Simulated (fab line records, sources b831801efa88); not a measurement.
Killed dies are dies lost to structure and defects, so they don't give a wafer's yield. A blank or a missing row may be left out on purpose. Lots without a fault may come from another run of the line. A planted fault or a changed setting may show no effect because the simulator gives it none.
Problem report in the 8D (eight disciplines) form, filled by code | flow gf180mcu | the parts of the form that need people (team, actions taken, sign-off) are left out

1. THE PROBLEM
chamber_pressure_pa at GF_M1_SPUTTER_04 reads a mean of 0.3798 Pa on 6 wafers of 2 lots; wafers without a fault read 0.4000 Pa with a standard deviation of 0.00085. That is -24 standard deviations from the usual mean.
The step: material TiN, target thk 50 nm, time 41.7 s.
First seen on wafer L249.2, day 18 03:11, on pvd_sputter-02. The record holds 42 wafers of 14 lots with a number at this step. Rule for "out", or "out of limits": more than 4 standard deviations from the usual mean. The other wafers with a number count as sound.

2. WHAT IT IS AND WHAT IT IS NOT
question                    | is                     | is not
which readings at this step | chamber_pressure_pa    | throttle_valve_pct
which lots                  | L249, L250             | L244, L245, L246, L247, L248, L251, L259, L260, L261, L262, L265, L266
which wafers of those lots  | all that have a number | -
read on which tools         | pvd_sputter-02         | pvd_sputter-01, pvd_sputter-03
when                        | from day 18 03:11      | up to then (15 sound wafers); but 21 sound wafers of L251, L259, L260, L261, L262, L265, L266 came after

3. SUSPECTS, AND WHAT RULES EACH OUT
Counting: a tool at a process step up to the reading stays a suspect if it ran every lot that is out and no sound lot after the first of them.
- pvd_sputter-02 at GF_M1_SPUTTER_02 (material AlCu, target thk 450 nm, time 23.9 s): ruled out as a lasting fault. Sound lots L261, L265, L266 ran on it after its first lot that is out, L249 (day 18 03:08).
- pvd_sputter-02 at GF_M1_SPUTTER_04 (material TiN, target thk 50 nm, time 41.7 s): ruled out as a lasting fault. Sound lots L261, L265, L266 ran on it after its first lot that is out, L249 (day 18 03:11).
Left after counting: nothing in the record.

4. THE CAUSE (what the simulator had put in)
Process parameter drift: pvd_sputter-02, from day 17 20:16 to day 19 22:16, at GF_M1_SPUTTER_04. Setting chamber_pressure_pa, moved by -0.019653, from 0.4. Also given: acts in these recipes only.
Counting ruled it out, wrongly.

5. THE CHAIN OF EFFECTS, in route order
Each row: a reading whose mean over the struck wafers that have a number lies more than 3 standard deviations from the usual. Only readings for which the record gives a usual standard deviation are gone through. hours: the time from each lot's start at the first step in this table that gives one to its start at this step, as a median over the lots. sigmas: the change in usual standard deviations.
hours | step             | reading             | usual     | on struck wafers | change  | sigmas
0     | GF_M1_SPUTTER_04 | chamber_pressure_pa | 0.4000 Pa | 0.3798           | -0.0202 | -24
The process steps in it:
- GF_M1_SPUTTER_04: material TiN, target thk 50 nm, time 41.7 s.
Later measuring or inspecting steps at which every struck wafer that the step has a row for has a number for every such reading, and none has moved that far: GF_V1_BOW_MEAS_05.

6. WHAT WOULD HAVE CAUGHT IT SOONER
In this record the first reading out of limits was taken at day 18 03:11, 7 hours after the fault began at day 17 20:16.
